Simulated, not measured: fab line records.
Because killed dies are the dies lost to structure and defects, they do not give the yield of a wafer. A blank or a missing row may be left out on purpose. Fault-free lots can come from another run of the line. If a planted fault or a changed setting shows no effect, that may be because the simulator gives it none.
Code-filled problem report in 8D (eight disciplines) form || flow gf180mcu || the parts of the form that need people (team, actions taken, sign-off) are left out

1. THE PROBLEM
At GF_VT_IMPLANT_SOFTBAKE_25, runLengthS averages 82.98 s over 6 wafers from 2 lots, while fault-free wafers read 89.14 s, standard deviation 0.13. That puts it -47 standard deviations away from the usual mean.
The step: time 60 s.
Earliest sighting: wafer L884.3 on lithoTrack-02 at day 8 17:50. The record has a number at this step for 42 wafers belonging to 14 lots. The rule behind "out" and "out of limits": a value lying over 4 standard deviations away from the usual mean. The rest of the wafers with a number are treated as sound.

2. WHAT IT IS, WHAT IT ISN'T
{"question": "which readings at this step", "is": "runLengthS, heaterPowerTotalW", "is not": "exhaustPa"}
{"question": "which lots", "is": "L884, L885", "is not": "L876, L877, L878, L879, L880, L882, L883, L894, L896, L897, L898, L899"}
{"question": "which wafers of those lots", "is": "all that have a number", "is not": "-"}
{"question": "read on which tools", "is": "lithoTrack-02", "is not": "lithoTrack-01, lithoTrack-04"}
{"question": "when", "is": "from day 8 17:50", "is not": "up to then (21 sound wafers); but 15 sound wafers of L894, L896, L897, L898, L899 came after"}

3. SUSPECTS, AND WHAT RULES EACH OUT
Counting: a tool at any process step up to the reading remains a suspect when it ran all the lots that are out and ran no sound lot after the first of those.
- lithoTrack-02 at GF_VT_IMPLANT_SOFTBAKE_25 (time 60 s): ruled out as a lasting fault. After its first lot that is out, L884 (day 8 17:50), sound lots L897 ran on it.
Left after counting: nothing in the record.

4. THE CAUSE (what the simulator had put in)
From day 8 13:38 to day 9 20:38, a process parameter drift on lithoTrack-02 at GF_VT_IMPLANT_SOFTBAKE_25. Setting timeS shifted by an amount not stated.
Counting ruled it out, wrongly.

5. THE CHAIN OF EFFECTS, in route order
One row per reading whose mean, taken over the struck wafers that have a number, lies over 3 standard deviations from the usual. Scope: only readings with a usual standard deviation given in the record; hours: median across lots of the time from each lot's start at the first step in this table that gives one to its start at this step; sigmas: change in usual standard deviations.
{"hours": 0, "step": "GF_VT_IMPLANT_SOFTBAKE_25", "reading": "heaterPowerTotalW", "usual": "55.79 W", "on struck wafers": 57.75, "change": "+1.96", "sigmas": "+39"}
{"hours": 0, "step": "GF_VT_IMPLANT_SOFTBAKE_25", "reading": "runLengthS", "usual": "89.14 s", "on struck wafers": 82.98, "change": -6.16, "sigmas": -47}
Here are the process steps it includes:
- GF_VT_IMPLANT_SOFTBAKE_25: time 60 s.
Later steps that measure or inspect, where all struck wafers having a row at the step show a number for every such reading and not one has moved that far: GF_DUAL_GATE_OVL_MEAS_11.

6. WHAT WOULD HAVE CAUGHT IT SOONER
The fault began at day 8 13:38; the first out-of-limits reading in this record came at day 8 17:50, 4 hours later.
